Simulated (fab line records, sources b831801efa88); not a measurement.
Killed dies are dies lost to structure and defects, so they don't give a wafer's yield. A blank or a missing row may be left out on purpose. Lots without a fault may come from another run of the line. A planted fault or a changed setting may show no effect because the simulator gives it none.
Which tool did it? | flow sky130 | 12 lots, 36 wafers sampled, at 5 steps of a route of 708

WHAT THE GAUGES READ, wafer by wafer
SKY_VT_ADJUST_HVTP_TW_MEAS_11.
lot  | measured     | on            | VT_ADJUST_HVTP_TW
L982 | day 6 04:27  | film_metro-01 | 1372 1361 1367
L983 | day 6 10:39  | film_metro-01 | 1369 1368 1371
L984 | day 6 13:02  | film_metro-01 | 1366 1370 1367
L987 | day 7 09:59  | film_metro-02 | 1353 1339 1352
L988 | day 7 12:58  | film_metro-01 | 1358 1357 1365
L991 | day 8 08:24  | film_metro-02 | 1356 1354 1353
L992 | day 8 15:12  | film_metro-03 | 1339 1332 1329
L996 | day 9 17:39  | film_metro-01 | 1360 1363 1360
L997 | day 10 14:47 | film_metro-01 | 1373 1358 1372
L998 | day 10 20:44 | film_metro-03 | 1344 1338 1336
L103 | day 11 23:20 | film_metro-03 | 1336 1335 1340
L105 | day 12 05:07 | film_metro-03 | 1338 1328 1326

SKY_GATE_OXIDE_TW_MEAS_14.
lot  | measured     | on            | GATE_OXIDE_TW
L982 | day 13 18:51 | film_metro-04 | 224.9 222.9 224.2
L983 | day 14 08:05 | film_metro-01 | 224.3 224.9 224.2
L984 | day 14 08:23 | film_metro-01 | 224.0 225.2 225.0
L987 | day 15 11:19 | film_metro-01 | 226.2 225.7 227.4
L988 | day 15 17:31 | film_metro-02 | 223.0 222.3 223.1
L991 | day 16 22:00 | film_metro-02 | 224.0 224.4 224.1
L992 | day 17 07:49 | film_metro-01 | 226.8 227.2 229.3
L996 | day 18 20:28 | film_metro-02 | 211.4 211.2 211.2
L997 | day 19 23:54 | film_metro-01 | 224.9 227.0 225.4
L998 | day 20 04:22 | film_metro-01 | 213.1 212.9 213.3
L103 | day 21 17:14 | film_metro-02 | 223.1 224.2 224.0
L105 | day 21 23:06 | film_metro-01 | 226.1 225.5 227.6

SKY_LDD_N_OVL_MEAS_07.
lot  | measured     | on         | LDD_N_OVL (nm)
L982 | day 17 16:50 | overlay-02 | -1.0 -0.6 0.6
L983 | day 18 06:36 | overlay-01 | -1.0 -0.3 -0.6
L984 | day 18 06:17 | overlay-02 | 2.2 1.3 1.8
L987 | day 19 12:51 | overlay-02 | 1.0 2.1 3.1
L988 | day 19 17:29 | overlay-02 | 0.9 0.1 2.1
L991 | day 21 01:17 | overlay-02 | -2.0 -1.3 -0.8
L992 | day 21 11:17 | overlay-01 | 0.1 0.9 0.6
L996 | day 23 00:53 | overlay-01 | 0.7 2.3 1.8
L997 | day 24 01:13 | overlay-02 | 0.3 1.3 1.1
L998 | day 24 06:33 | overlay-02 | 0.1 0.7 1.0
L103 | day 25 18:56 | overlay-02 | -0.4 0.0 0.7
L105 | day 26 00:10 | overlay-01 | 1.2 1.9 1.6

WHICH TOOL RAN EACH LOT (tool, then ch and the chambers of the sampled wafers, then the start)
lot  | SKY_VT_ADJUST_HVTR_STRIP_10          | SKY_GATE_OXIDE_IMPLANT_11
L982 | plasma_asher-03 ch 0,1, day 9 11:34  | implanter-02 ch 0, day 13 18:30
L983 | plasma_asher-03 ch 0,1, day 9 18:51  | implanter-04 ch 0, day 14 07:46
L984 | plasma_asher-03 ch 0,1, day 9 20:58  | implanter-01 ch 0, day 14 08:01
L987 | plasma_asher-04 ch 0,1, day 10 23:20 | implanter-02 ch 0, day 15 10:58
L988 | plasma_asher-03 ch 0,1, day 11 02:08 | implanter-01 ch 0, day 15 17:10
L991 | plasma_asher-04 ch 0,1, day 12 00:38 | implanter-04 ch 0, day 16 21:39
L992 | plasma_asher-01 ch 1, day 12 08:31   | implanter-02 ch 0, day 17 07:27
L996 | plasma_asher-04 ch 0,1, day 13 18:56 | implanter-04 ch 0, day 18 20:07
L997 | plasma_asher-01 ch 0,1, day 14 17:25 | implanter-01 ch 0, day 19 23:33
L998 | plasma_asher-03 ch 1, day 14 23:13   | implanter-04 ch 0, day 20 04:01
L103 | plasma_asher-04 ch 0,1, day 16 08:47 | implanter-01 ch 0, day 21 16:54
L105 | plasma_asher-01 ch 0,1, day 16 15:46 | implanter-01 ch 0, day 21 22:44
- SKY_VT_ADJUST_HVTR_STRIP_10: strips in O2/N2.
- SKY_GATE_OXIDE_IMPLANT_11

WHAT THE TOOLS THEMSELVES READ (means of the sampled wafers that have a number; where no wafer has one, the mark that the record gives instead)
SKY_VT_ADJUST_HVTR_STRIP_10.
lot  | tool            | chamber_pressure_mTorr (mTorr) | drypump_motor_current_A (A) | oes_product_au (a.u.) | strip_time_to_endpoint_s (s)
L982 | plasma_asher-03 | 1500.9                         | 5.9                         | 0.716                 | 14.12
L983 | plasma_asher-03 | 1499.4                         | 5.6                         | 0.715                 | 14.20
L984 | plasma_asher-03 | 1500.4                         | 5.9                         | 0.713                 | 14.11
L987 | plasma_asher-04 | 1500.0                         | 5.8                         | 0.717                 | 14.16
L988 | plasma_asher-03 | 1498.5                         | 5.6                         | 0.719                 | 14.14
L991 | plasma_asher-04 | 1499.3                         | 5.6                         | 0.716                 | 14.19
L992 | plasma_asher-01 | 1500.7                         | 4.8                         | 0.713                 | 14.20
L996 | plasma_asher-04 | 1500.7                         | 5.6                         | 0.716                 | 14.17
L997 | plasma_asher-01 | 1501.0                         | 5.3                         | 0.714                 | 14.10
L998 | plasma_asher-03 | 1500.3                         | 5.4                         | 0.712                 | 14.16
L103 | plasma_asher-04 | 1500.4                         | 5.6                         | 0.714                 | 14.17
L105 | plasma_asher-01 | 1499.0                         | 5.3                         | 0.715                 | 14.11

SKY_GATE_OXIDE_IMPLANT_11.
lot  | tool         | dose_ions_cm2
L982 | implanter-02 | 2.5996e+12
L983 | implanter-04 | 2.6009e+12
L984 | implanter-01 | 2.6002e+12
L987 | implanter-02 | 2.6021e+12
L988 | implanter-01 | 2.5998e+12
L991 | implanter-04 | 2.5991e+12
L992 | implanter-02 | 2.5985e+12
L996 | implanter-04 | 2.6027e+12
L997 | implanter-01 | 2.6025e+12
L998 | implanter-04 | 2.6029e+12
L103 | implanter-01 | 2.5980e+12
L105 | implanter-01 | 2.5979e+12

THE ANSWER, worked out from the rows above alone
Rule: what is usual is taken from the lots themselves. Put in order of their means at a reading, lots are off if they are a third of the lots or fewer, leave a main group of 4 or more, and stand apart from it by a gap of 3 or more times the standard deviation of the main group's means; of several such gaps the widest counts. A main group whose means are all the same, to the digits that the tables above print for the reading, isn't used. A lot without any number at a reading at which 4 lots or more have one is off too. The other lots that the step has rows for count as sound. The gauges are gone through in route order, then the tools' own readings, and for those a lot's mean is taken as printed above. The first step at which some lot is off is used, and at that step the reading that is off furthest; a lot without a number counts as furthest.
Off: L996, L998, at SKY_GATE_OXIDE_TW_MEAS_14 (GATE_OXIDE_TW). The main group: mean 225.0, standard deviation 1.4.
A tool fits if, at a process step before that reading, it ran every lot that is off, and no sound lot after the first of them. The gauges at SKY_GATE_OXIDE_TW_MEAS_14 are tried like those tools. One fits: implanter-04 at SKY_GATE_OXIDE_IMPLANT_11. Its last sound lot is L991 (day 16 21:39), its first lot that is off L996 (day 18 20:07): a fault that began between those two fits.

WHAT THE SIMULATOR HAD PUT IN
Process parameter drift: implanter-04, from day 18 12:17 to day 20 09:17, at SKY_GATE_OXIDE_IMPLANT_11. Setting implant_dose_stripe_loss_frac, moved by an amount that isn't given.
Lots struck among those shown: L996, L998. The rule above found the same.
